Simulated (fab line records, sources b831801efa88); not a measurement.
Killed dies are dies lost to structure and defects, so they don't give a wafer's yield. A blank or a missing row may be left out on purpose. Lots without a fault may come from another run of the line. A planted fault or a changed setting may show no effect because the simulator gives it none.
fab line records | flow sfq_line
record lots=5 wafers=27
route steps=325 shown INCOMING@2 M0@29 M1@59 I1@73 M2@100 M3@119
start_h: hours from the record's first day to the start of the lot's first wafer shown | wait_h: hours since the lot's step before | " the same as in the row above | L1.1+2: a row that stands for several wafers | - no value, or no start given | * or withheld: withheld | < > ~ a bound
route shown NAME@n: a module of which the file shows steps, and the number in the route of the first | usual: mean/standard deviation of fault-free wafers | same: alike in all rows | chamber/n: place in a boat | sites: the reading at each site | _std_site: their standard deviation | _edge_site: outer sites' mean less inner sites' | radius_mm: how far each site lies from the wafer's centre | mask NAME#n: copy n | behind: the tool/chamber that last shaped the wafer | hold: why the lot was held/for how many hours/how that ended | device: the transistor (n, p or np) that didn't switch | end of line: the same wafers' tests at the end of the route | a step without rows: its recipe alone | killed: dies lost to structure and defects at the first sort, not the wafer's yield | map: a wafer's dies, x killed, . not, _ none there
set.NAME: the setting as run; set.NAME@STEP: as run at that earlier step | model.NAME: the simulator's own value behind a step, which no gauge read
lots whose settings were changed on purpose; a table a step, a row a wafer
## steps
# step SFQ_TRILAYER_INCOMING_OXIDATION_002
# recipe temp_c=1000 ambient=H2O target_thk_a=5000 p_h2o_torr=720 ox_time_s=4939
# columns lot.wafer tool chamber start_h wait_h set.ox_time_s model.SiO2_of_TRILAYER_INCOMING_OXIDATION_002.thk_nm
L075.1 - - - 0.1 3132 362.8
L075.2 " - " " 3132 361.9
L075.3 " - " " 3132 356.3
L075.4 " - " " 3132 358.4
L075.5 " - " " 3132 353.3
L075.6 " - " " 3132 358.7
L076.3 furnace-02 0 20.12 0.1 4939 516.7
L076.4 " 0 " " 4939 517.2
L076.5 " 0 " " 4939 516.8
L078.1 - - - 0.1 6802 616.9
L078.2 " - " " 6802 616.6
L078.3 " - " " 6802 612.7
L078.4 " - " " 6802 619.3
L078.5 " - " " 6802 608.5
L078.6 " - " " 6802 615.8
L080.1 - - - 0.1 2914 357.6
L080.2 " - " " 2914 354.2
L080.3 " - " " 2914 356.5
L080.4 " - " " 2914 350.3
L080.5 " - " " 2914 359.3
L080.6 " - " " 2914 357.9
L084.1 - - - 0.1 5760 564.4
L084.2 " - " " 5760 558.8
L084.3 " - " " 5760 554.6
L084.4 " - " " 5760 555.7
L084.5 " - " " 5760 556.7
L084.6 " - " " 5760 554.7
# step SFQ_TRILAYER_M0_DEP_SPUTTER_019
# recipe material=Nb base_pressure_pa=1.33e-06 chamber_pressure_pa=0.1333 substrate_temp_c=20 resputter_cathode_voltage_v=400 target_thk_nm=200 power_w=2000 time_s=133.3
# columns lot.wafer tool chamber start_h wait_h set.time_s model.Nb_of_TRILAYER_M0_DEP_SPUTTER_019.thk_nm
L075.1 pvd_sputter-04 - 99.83 0.0 80.15 115.4
L075.2+6 " - " " 133.3 197.7
L075.3 " - " " 80.15 119.2
L075.4 " - " " 133.3 198.2
L075.5 " - " " 80.15 117.5
L076.3 pvd_sputter-04 - 107.03 0.0 133.3 199.2
L076.4 " - " " 133.3 203.3
L076.5 " - " " 133.3 199.3
L078.1 pvd_sputter-04 - 117.23 0.0 133.3 200.5
L078.2 " - " " 133.3 198.6
L078.3 " - " " 75.63 112.4
L078.4 " - " " 75.63 112.3
L078.5 " - " " 75.63 114.8
L078.6 " - " " 133.3 199
L080.1 pvd_sputter-06 - 123.83 0.0 133.3 200.1
L080.2 " - " " 193.6 291.8
L080.3 " - " " 193.6 294.5
L080.4 " - " " 193.6 290.9
L080.5 " - " " 133.3 199.9
L080.6 " - " " 133.3 200.7
L084.1 pvd_sputter-05 - 145.43 0.0 133.3 200.1
L084.2+3 " - " " 133.3 202
L084.4 " - " " 133.3 197.4
L084.5 " - " " 133.3 201.4
L084.6 " - " " 133.3 197.7
# step SFQ_M0_RS_MEAS_904
# recipe thk_meas_gauge=four-point-probe reads=Nb_of_TRILAYER_M0_DEP_SPUTTER_019
# usual M0_NB_RS=0.891/0.01
# columns lot.wafer tool chamber start_h wait_h set.time_s@TRILAYER_M0_DEP_SPUTTER_019 M0_NB_RS[ohm/sq]
L075.1 film_metro-01 - 99.93 0.0 80.15 1.553
L075.2 " - " " 133.3 0.901
L075.3 " - " " 80.15 1.505
L075.4 " - " " 133.3 0.897
L075.5 " - " " 80.15 1.527
L075.6 " - " " 133.3 0.902
L076.3 film_metro-02 - 107.17 0.1 133.3 0.893
L076.4 " - " " 133.3 0.874
L076.5 " - " " 133.3 0.892
L078.1 film_metro-02 - 117.33 0.0 133.3 0.886
L078.2 " - " " 133.3 0.894
L078.3 " - " " 75.63 1.591
L078.4 " - " " 75.63 1.596
L078.5 " - " " 75.63 1.558
L078.6 " - " " 133.3 0.893
L080.1 film_metro-01 - 123.93 0.0 133.3 0.890
L080.2 " - " " 193.6 0.607
L080.3 " - " " 193.6 0.602
L080.4 " - " " 193.6 0.610
L080.5 " - " " 133.3 0.890
L080.6 " - " " 133.3 0.888
L084.1 film_metro-02 - 145.53 0.0 133.3 0.889
L084.2 " - " " 133.3 0.881
L084.3 " - " " 133.3 0.881
L084.4 " - " " 133.3 0.900
L084.5 " - " " 133.3 0.883
L084.6 " - " " 133.3 0.898
# step SFQ_TRILAYER_M0_LITHO_COAT_026
# recipe resist=BARC spin_rpm=3000 resist_thk_nm=62
# step SFQ_TRILAYER_M0_BARC_OPEN_METAL_ETCH_031
# recipe mask_material=PR chemistry=O2 target_depth_nm=125 target=BARC icp_w=600 bias_w=80 pressure_mtorr=10 time_s=41.7
# step SFQ_TRILAYER_M0_ETCH_METAL_ETCH_024
# recipe target=Nb stop_on=SiO2 mask_material=PR chemistry=Cl2/Ar target_depth_nm=240 icp_w=600 bias_w=80 pressure_mtorr=10 time_s=120
# usual oes_product_au=0.893/0.0074
# columns lot.wafer tool chamber start_h wait_h set.time_s@TRILAYER_M0_DEP_SPUTTER_019 oes_product_au
L075.1 rie_metal-02 1 177.23 0.0 80.15 0.674
L075.2 " 0 " " 133.3 0.887
L075.3 " 1 " " 80.15 0.692
L075.4 " 0 " " 133.3 0.888
L075.5 " 1 " " 80.15 0.680
L075.6 " 0 " " 133.3 0.889
L076.3 rie_metal-03 1 185.68 0.1 133.3 0.888
L076.4 " 0 " " 133.3 0.902
L076.5 " 1 " " 133.3 0.893
L078.1 rie_metal-04 1 212.96 0.0 133.3 0.897
L078.2 " 0 " " 133.3 0.884
L078.3 " 0 " " 75.63 0.667
L078.4 " 1 " " 75.63 0.670
L078.5 " 0 " " 75.63 0.671
L078.6 " 1 " " 133.3 0.900
L080.1 rie_metal-04 1 221.36 0.0 133.3 0.902
L080.2 " 0 " " 193.6 1.001
L080.3 " 0 " " 193.6 1.003
L080.4 " 1 " " 193.6 0.975
L080.5 " 0 " " 133.3 0.899
L080.6 " 1 " " 133.3 0.897
L084.1 rie_metal-02 1 247.15 0.0 133.3 0.897
L084.2 " 0 " " 133.3 0.903
L084.3 " 1 " " 133.3 0.899
L084.4 " 0 " " 133.3 0.883
L084.5 " 1 " " 133.3 0.907
L084.6 " 0 " " 133.3 0.883
# step SFQ_TRILAYER_M1_DEP_SPUTTER_037
# recipe material=Nb base_pressure_pa=1.33e-06 chamber_pressure_pa=0.1333 substrate_temp_c=20 resputter_cathode_voltage_v=400 target_thk_nm=200 power_w=2000 time_s=133.3
# columns lot.wafer tool chamber start_h wait_h set.time_s model.Nb_of_TRILAYER_M1_DEP_SPUTTER_037.thk_nm
L075.1 pvd_sputter-05 - 304.70 0.0 191.8 286.5
L075.2 " - " " 191.8 285
L075.3 " - " " 133.3 201.2
L075.4 " - " " 133.3 199.3
L075.5 " - " " 191.8 286.3
L075.6 " - " " 133.3 201.1
L076.3+5 pvd_sputter-05 - 315.46 0.0 133.3 198.6
L076.4 " - " " 133.3 197.3
L078.1 pvd_sputter-03 - 339.09 0.0 201.6 303.1
L078.2 " - " " 133.3 198.7
L078.3 " - " " 133.3 202.1
L078.4 " - " " 201.6 303.8
L078.5 " - " " 201.6 305.7
L078.6 " - " " 133.3 198.6
L080.1 pvd_sputter-05 - 345.19 0.0 133.3 197.7
L080.2 " - " " 154.4 228.7
L080.3 " - " " 154.4 230.5
L080.4 " - " " 133.3 197.2
L080.5 " - " " 154.4 228.1
L080.6 " - " " 133.3 198.9
L084.1 pvd_sputter-06 - 365.59 0.0 202.9 302.1
L084.2 " - " " 133.3 196.1
L084.3 " - " " 133.3 201.3
L084.4 " - " " 202.9 302.6
L084.5 " - " " 133.3 198.4
L084.6 " - " " 202.9 301.2
# step SFQ_M1_RS_MEAS_909
# recipe thk_meas_gauge=four-point-probe reads=Nb_of_TRILAYER_M1_DEP_SPUTTER_037
# usual M1_NB_RS=0.896/0.0092
# columns lot.wafer tool chamber start_h wait_h set.time_s@TRILAYER_M1_DEP_SPUTTER_037 M1_NB_RS[ohm/sq]
L075.1 film_metro-02 - 304.80 0.0 191.8 0.619
L075.2 " - " " 191.8 0.622
L075.3 " - " " 133.3 0.883
L075.4 " - " " 133.3 0.892
L075.5 " - " " 191.8 0.619
L075.6 " - " " 133.3 0.885
L076.3 film_metro-04 - 315.59 0.1 133.3 0.895
L076.4 " - " " 133.3 0.901
L076.5 " - " " 133.3 0.897
L078.1 film_metro-02 - 339.18 0.0 201.6 0.586
L078.2 " - " " 133.3 0.897
L078.3 " - " " 133.3 0.882
L078.4 " - " " 201.6 0.583
L078.5 " - " " 201.6 0.580
L078.6 " - " " 133.3 0.894
L080.1 film_metro-04 - 345.28 0.0 133.3 0.898
L080.2 " - " " 154.4 0.774
L080.3 " - " " 154.4 0.770
L080.4 " - " " 133.3 0.901
L080.5 " - " " 154.4 0.778
L080.6 " - " " 133.3 0.892
L084.1 film_metro-04 - 365.68 0.0 202.9 0.586
L084.2 " - " " 133.3 0.906
L084.3 " - " " 133.3 0.882
L084.4 " - " " 202.9 0.585
L084.5 " - " " 133.3 0.896
L084.6 " - " " 202.9 0.588
# step SFQ_TRILAYER_M1_LITHO_COAT_044
# recipe resist=BARC spin_rpm=3000 resist_thk_nm=62
# step SFQ_TRILAYER_M1_BARC_OPEN_METAL_ETCH_054
# recipe mask_material=PR chemistry=O2 target_depth_nm=125 target=BARC icp_w=600 bias_w=80 pressure_mtorr=10 time_s=41.7
# step SFQ_TRILAYER_M1_ETCH_METAL_ETCH_042
# recipe target=Nb stop_on=SiO2 mask_material=PR chemistry=Cl2/Ar target_depth_nm=240 icp_w=592.6 bias_w=80 pressure_mtorr=10 time_s=120
# usual oes_product_au=0.890/0.0064
# columns lot.wafer tool chamber start_h wait_h set.time_s@TRILAYER_M1_DEP_SPUTTER_037 oes_product_au
L075.1 rie_metal-02 0 322.47 0.0 191.8 1.002
L075.2 " 1 " " 191.8 0.991
L075.3 " 0 " " 133.3 0.892
L075.4 " 1 " " 133.3 0.896
L075.5 " 0 " " 191.8 1.001
L075.6 " 1 " " 133.3 0.900
L076.3 rie_metal-02 1 327.31 0.1 133.3 0.893
L076.4 " 0 " " 133.3 0.885
L076.5 " 1 " " 133.3 0.887
L078.1 rie_metal-04 1 348.67 0.0 201.6 0.967
L078.2 " 0 " " 133.3 0.896
L078.3 " 0 " " 133.3 0.888
L078.4 " 1 " " 201.6 0.973
L078.5 " 0 " " 201.6 0.976
L078.6 " 1 " " 133.3 0.896
L080.1 rie_metal-04 0 352.27 0.0 133.3 0.888
L080.2 " 1 " " 154.4 0.964
L080.3 " 1 " " 154.4 0.971
L080.4 " 0 " " 133.3 0.884
L080.5 " 1 " " 154.4 0.958
L080.6 " 0 " " 133.3 0.895
L084.1 rie_metal-04 1 373.97 0.0 202.9 0.979
L084.2 " 0 " " 133.3 0.882
L084.3 " 1 " " 133.3 0.898
L084.4 " 0 " " 202.9 0.977
L084.5 " 1 " " 133.3 0.887
L084.6 " 0 " " 202.9 0.978
# step SFQ_TRILAYER_I1_DEP_PECVD_045
# recipe material=SiO2 temp_c=150 time_s=111.11 pressure_torr=2.4 rf_w=183.3 precursor=SiH4/N2O target_thk_nm=500
# columns lot.wafer tool chamber start_h wait_h set.time_s model.SiO2_of_TRILAYER_I1_DEP_PECVD_045.thk_nm
L075.1 pecvd-02 1 323.37 0.0 111.11 495.6
L075.2 " 2 " " 111.11 495.8
L075.3 " 0 " " 111.11 499
L075.4 " 2 " " 129.1 589.3
L075.5 " 0 " " 129.1 580.8
L075.6 " 1 " " 129.1 588.8
L076.3 pecvd-02 1 328.17 0.0 111.11 495.5
L076.4 " 1 " " 111.11 494.2
L076.5 " 2 " " 111.11 499.1
L078.1 pecvd-01 0 349.57 0.0 111.11 496
L078.2 " 2 " " 64.63 286.4
L078.3 " 1 " " 111.11 488.8
L078.4 " 2 " " 64.63 281
L078.5 " 1 " " 111.11 491.3
L078.6 " 0 " " 64.63 299.5
L080.1 pecvd-03 2 353.17 0.0 111.11 501.4
L080.2 " 0 " " 67.02 306.2
L080.3 " 1 " " 111.11 500.2
L080.4 " 2 " " 67.02 312.4
L080.5 " 0 " " 111.11 509.1
L080.6 " 1 " " 67.02 309.9
L084.1 pecvd-03 0 374.87 0.0 111.11 503.4
L084.2 " 2 " " 132 591.1
L084.3 " 1 " " 111.11 493.1
L084.4 " 1 " " 132 599.1
L084.5 " 0 " " 111.11 510.3
L084.6 " 2 " " 132 597.9
# step SFQ_TRILAYER_I1_CMP_CMP_046
# recipe material=SiO2 down_force_psi=3 platen_rpm=60 pad_velocity_m_s=0.94248
# usual time_to_endpoint_s=215/5.3
# columns lot.wafer tool chamber start_h wait_h set.time_s@TRILAYER_I1_DEP_PECVD_045 time_to_endpoint_s
L075.2 cmp-01 0 323.94 0.5 111.11 213
L075.4 " 1 " " 129.1 283
L075.1 " 2 " " 111.11 214
L075.3 " 3 " " 111.11 220
L075.6 " 0 " " 129.1 281
L075.5 " 1 " " 129.1 275
L076.4 cmp-01 3 331.13 2.9 111.11 212
L076.3 " 0 " " 111.11 216
L076.5 " 1 " " 111.11 211
L078.3 cmp-01 3 350.25 0.6 111.11 213
L078.1 " 0 " " 111.11 219
L078.4 " 1 " " 64.63 61
L078.2 " 2 " " 64.63 66
L078.5 " 3 " " 111.11 208
L078.6 " 0 " " 64.63 72
L080.1 cmp-01 1 353.25 0.0 111.11 211
L080.3 " 2 " " 111.11 214
L080.4 " 3 " " 67.02 83
L080.2 " 0 " " 67.02 75
L080.5 " 1 " " 111.11 218
L080.6 " 2 " " 67.02 80
L084.3 cmp-01 1 374.95 0.0 111.11 202
L084.2 " 2 " " 132 275
L084.1 " 3 " " 111.11 209
L084.4 " 0 " " 132 281
L084.5 " 1 " " 111.11 216
L084.6 " 2 " " 132 273
# step SFQ_TRILAYER_M2_ETCH_METAL_ETCH_060
# recipe target=Nb stop_on=SiO2 mask_material=PR chemistry=Cl2/Ar target_depth_nm=240 icp_w=600 bias_w=80 pressure_mtorr=10 time_s=120
# usual oes_product_au=0.895/0.0058
# columns lot.wafer tool chamber start_h wait_h set.time_s oes_product_au model.SiO2_of_TRILAYER_I1_DEP_PECVD_045.thk_nm model.M2.feature_depth_nm model.KrF_of_TRILAYER_M2_LITHO_COAT_057.thk_nm
L075.1 rie_metal-03 0 490.16 0.0 120 0.887 192.2 196.9 391.5
L075.2 " 1 " " 120 0.897 192.5 197.3 383.1
L075.3 " 0 " " 83.21 1.001 192.9 166 433.3
L075.4 " 1 " " 83.21 1.024 191.7 171.7 429
L075.5 " 0 " " 83.21 1.006 193.1 166.2 432
L075.6 " 1 " " 120 0.890 191.6 198.8 385
L076.3 rie_metal-04 0 495.00 0.1 120 0.890 192.6 198.2 392.8
L076.4 " 1 " " 120 0.882 192.3 197.8 389.1
L076.5 " 1 " " 120 0.886 192.8 198.2 391
L078.1 rie_metal-02 0 514.16 0.0 69.18 1.007 191.5 140 445.1
L078.2 " 1 " " 69.18 0.997 192.4 137.5 447.7
L078.3 " 1 " " 120 0.900 190.3 202.4 386
L078.4 " 0 " " 120 0.891 192.5 200.5 383.7
L078.5 " 1 " " 69.18 0.994 192.9 136.6 449.2
L078.6 " 0 " " 120 0.891 192.7 198 382.4
L080.1 rie_metal-03 0 521.36 0.0 120 0.896 192.9 201 392.9
L080.2 " 1 " " 120 0.890 192.3 199.2 384.9
L080.3 " 1 " " 178.9 0.867 182.3 212 316.8
L080.4 " 0 " " 120 0.897 193.8 200.3 391.7
L080.5 " 1 " " 178.9 0.859 180.7 212.3 314.5
L080.6 " 0 " " 178.9 0.860 181.4 212.2 324.5
L084.1 rie_metal-03 0 545.69 0.0 186.3 0.855 178.6 214.7 311.8
L084.2 " 1 " " 186.3 0.845 179.4 212 302.7
L084.3 " 1 " " 120 0.900 192.5 202.9 381.7
L084.4 " 0 " " 120 0.900 192.7 200.4 387.8
L084.5 " 0 " " 186.3 0.866 178.4 215.8 308.1
L084.6 " 1 " " 120 0.893 192.4 200 381.6
# step SFQ_TRILAYER_M3_DEP_SPUTTER_073
# recipe material=Nb base_pressure_pa=1.33e-06 chamber_pressure_pa=0.1333 substrate_temp_c=20 resputter_cathode_voltage_v=400 target_thk_nm=200 power_w=2000 time_s=133.3
# columns lot.wafer tool chamber start_h wait_h set.time_s model.Nb_of_TRILAYER_M3_DEP_SPUTTER_073.thk_nm
L075.1 pvd_sputter-05 - 662.96 0.0 133.3 201.4
L075.2 " - " " 133.3 197.4
L075.3 " - " " 133.3 199
L075.4 " - " " 133.3 197.1
L075.5 " - " " 133.3 202.1
L075.6 " - " " 133.3 198
L076.3 pvd_sputter-04 - 668.93 0.0 133.3 203.9
L076.4 " - " " 133.3 204.5
L076.5 " - " " 133.3 204.8
L078.1 pvd_sputter-05 - 686.93 0.0 133.3 194.6
L078.2 " - " " 203 303.3
L078.3 " - " " 133.3 198.4
L078.4 " - " " 133.3 197.2
L078.5 " - " " 203 301.7
L078.6 " - " " 203 303.1
L080.1 pvd_sputter-03 - 694.14 0.0 80.02 116.2
L080.2 " - " " 80.02 115.5
L080.3 " - " " 133.3 195.3
L080.4 " - " " 133.3 198.5
L080.5 " - " " 80.02 116.5
L080.6 " - " " 133.3 197.5
L084.1 pvd_sputter-04 - 721.87 0.0 133.3 202.9
L084.2 " - " " 133.3 200.4
L084.3+6 " - " " 133.3 202.2
L084.4 " - " " 133.3 202.5
L084.5 " - " " 133.3 200.3
# step SFQ_M3_RS_MEAS_919
# recipe thk_meas_gauge=four-point-probe reads=Nb_of_TRILAYER_M3_DEP_SPUTTER_073
# usual M3_NB_RS=0.891/0.012
# columns lot.wafer tool chamber start_h wait_h set.time_s@TRILAYER_M3_DEP_SPUTTER_073 M3_NB_RS[ohm/sq]
L075.1 film_metro-01 - 663.05 0.0 133.3 0.883
L075.2 " - " " 133.3 0.903
L075.3 " - " " 133.3 0.895
L075.4 " - " " 133.3 0.904
L075.5 " - " " 133.3 0.879
L075.6 " - " " 133.3 0.900
L076.3 film_metro-01 - 669.06 0.1 133.3 0.872
L076.4 " - " " 133.3 0.870
L076.5 " - " " 133.3 0.867
L078.1 film_metro-01 - 687.02 0.0 133.3 0.913
L078.2 " - " " 203 0.584
L078.3 " - " " 133.3 0.895
L078.4 " - " " 133.3 0.902
L078.5 " - " " 203 0.586
L078.6 " - " " 203 0.583
L080.1 film_metro-04 - 694.23 0.0 80.02 1.542
L080.2 " - " " 80.02 1.548
L080.3 " - " " 133.3 0.910
L080.4 " - " " 133.3 0.896
L080.5 " - " " 80.02 1.539
L080.6 " - " " 133.3 0.900
L084.1 film_metro-02 - 721.96 0.0 133.3 0.876
L084.2 " - " " 133.3 0.889
L084.3 " - " " 133.3 0.879
L084.4 " - " " 133.3 0.878
L084.5 " - " " 133.3 0.888
L084.6 " - " " 133.3 0.878
# step SFQ_TRILAYER_M3_LITHO_COAT_080
# recipe resist=BARC spin_rpm=3000 resist_thk_nm=62
# step SFQ_TRILAYER_M3_BARC_OPEN_METAL_ETCH_100
# recipe mask_material=PR chemistry=O2 target_depth_nm=125 target=BARC icp_w=600 bias_w=80 pressure_mtorr=10 time_s=41.7
# step SFQ_TRILAYER_M3_ETCH_METAL_ETCH_078
# recipe target=Nb stop_on=SiO2 mask_material=PR chemistry=Cl2/Ar target_depth_nm=240 icp_w=600 bias_w=80 pressure_mtorr=10 time_s=120
# usual oes_product_au=0.894/0.0083
# columns lot.wafer tool chamber start_h wait_h set.time_s@TRILAYER_M3_DEP_SPUTTER_073 oes_product_au
L075.1 rie_metal-04 0 665.70 0.0 133.3 0.902
L075.2 " 1 " " 133.3 0.885
L075.3 " 0 " " 133.3 0.894
L075.4 " 1 " " 133.3 0.889
L075.5 " 0 " " 133.3 0.897
L075.6 " 1 " " 133.3 0.888
L076.3 rie_metal-02 0 671.59 0.1 133.3 0.908
L076.4 " 1 " " 133.3 0.911
L076.5 " 0 " " 133.3 0.906
L078.1 rie_metal-04 1 692.17 0.0 133.3 0.873
L078.2 " 0 " " 203 0.990
L078.3 " 1 " " 133.3 0.881
L078.4 " 0 " " 133.3 0.891
L078.5 " 0 " " 203 0.989
L078.6 " 1 " " 203 0.983
L080.1 rie_metal-02 0 701.77 0.0 80.02 0.672
L080.2 " 1 " " 80.02 0.674
L080.3 " 1 " " 133.3 0.887
L080.4 " 0 " " 133.3 0.888
L080.5 " 1 " " 80.02 0.674
L080.6 " 0 " " 133.3 0.884
L084.1 rie_metal-04 1 724.61 0.0 133.3 0.902
L084.2 " 0 " " 133.3 0.897
L084.3 " 0 " " 133.3 0.897
L084.4 " 1 " " 133.3 0.896
L084.5 " 0 " " 133.3 0.896
L084.6 " 1 " " 133.3 0.896
## key
split step=SFQ_TRILAYER_INCOMING_OXIDATION_002 setting=ox_time_s stated=4939 by=lot
response step=SFQ_TRILAYER_INCOMING_OXIDATION_002 reading=model.SiO2_of_TRILAYER_INCOMING_OXIDATION_002.thk_nm change=+3.44 per=1% r=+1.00
split step=SFQ_TRILAYER_M0_DEP_SPUTTER_019 setting=time_s stated=133.3 by=wafer
response step=SFQ_TRILAYER_M0_DEP_SPUTTER_019 reading=model.Nb_of_TRILAYER_M0_DEP_SPUTTER_019.thk_nm change=+2.02 per=1% r=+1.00
response step=SFQ_M0_RS_MEAS_904 reading=M0_NB_RS change=-0.0123 per=1% r=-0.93
response step=SFQ_TRILAYER_M0_ETCH_METAL_ETCH_024 reading=oes_product_au change=+0.00402 per=1% r=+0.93
split step=SFQ_TRILAYER_M1_DEP_SPUTTER_037 setting=time_s stated=133.3 by=wafer
response step=SFQ_TRILAYER_M1_DEP_SPUTTER_037 reading=model.Nb_of_TRILAYER_M1_DEP_SPUTTER_037.thk_nm change=+1.99 per=1% r=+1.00
response step=SFQ_M1_RS_MEAS_909 reading=M1_NB_RS change=-0.00605 per=1% r=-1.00
response step=SFQ_TRILAYER_M1_ETCH_METAL_ETCH_042 reading=oes_product_au change=+0.0019 per=1% r=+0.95
split step=SFQ_TRILAYER_I1_DEP_PECVD_045 setting=time_s stated=111.11 by=wafer
response step=SFQ_TRILAYER_I1_DEP_PECVD_045 reading=model.SiO2_of_TRILAYER_I1_DEP_PECVD_045.thk_nm change=+4.93 per=1% r=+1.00
response step=SFQ_TRILAYER_I1_CMP_CMP_046 reading=time_to_endpoint_s change=* per=1% r=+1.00
split step=SFQ_TRILAYER_M2_ETCH_METAL_ETCH_060 setting=time_s stated=120 by=wafer
response step=SFQ_TRILAYER_M2_ETCH_METAL_ETCH_060 reading=oes_product_au shape=bent at_lowest=0.999 at_stated=0.893 at_highest=0.855
response step=SFQ_TRILAYER_M2_ETCH_METAL_ETCH_060 reading=model.SiO2_of_TRILAYER_I1_DEP_PECVD_045.thk_nm shape=bent at_lowest=192.3 at_stated=192.4 at_highest=178.8
response step=SFQ_TRILAYER_M2_ETCH_METAL_ETCH_060 reading=model.M2.feature_depth_nm shape=bent at_lowest=138 at_stated=199.5 at_highest=214.2
response step=SFQ_TRILAYER_M2_ETCH_METAL_ETCH_060 reading=model.KrF_of_TRILAYER_M2_LITHO_COAT_057.thk_nm change=-1.44 per=1% r=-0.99
split step=SFQ_TRILAYER_M3_DEP_SPUTTER_073 setting=time_s stated=133.3 by=wafer
response step=SFQ_TRILAYER_M3_DEP_SPUTTER_073 reading=model.Nb_of_TRILAYER_M3_DEP_SPUTTER_073.thk_nm change=+2.03 per=1% r=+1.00
response step=SFQ_M3_RS_MEAS_919 reading=M3_NB_RS change=-0.00977 per=1% r=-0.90
response step=SFQ_TRILAYER_M3_ETCH_METAL_ETCH_078 reading=oes_product_au change=+0.00324 per=1% r=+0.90
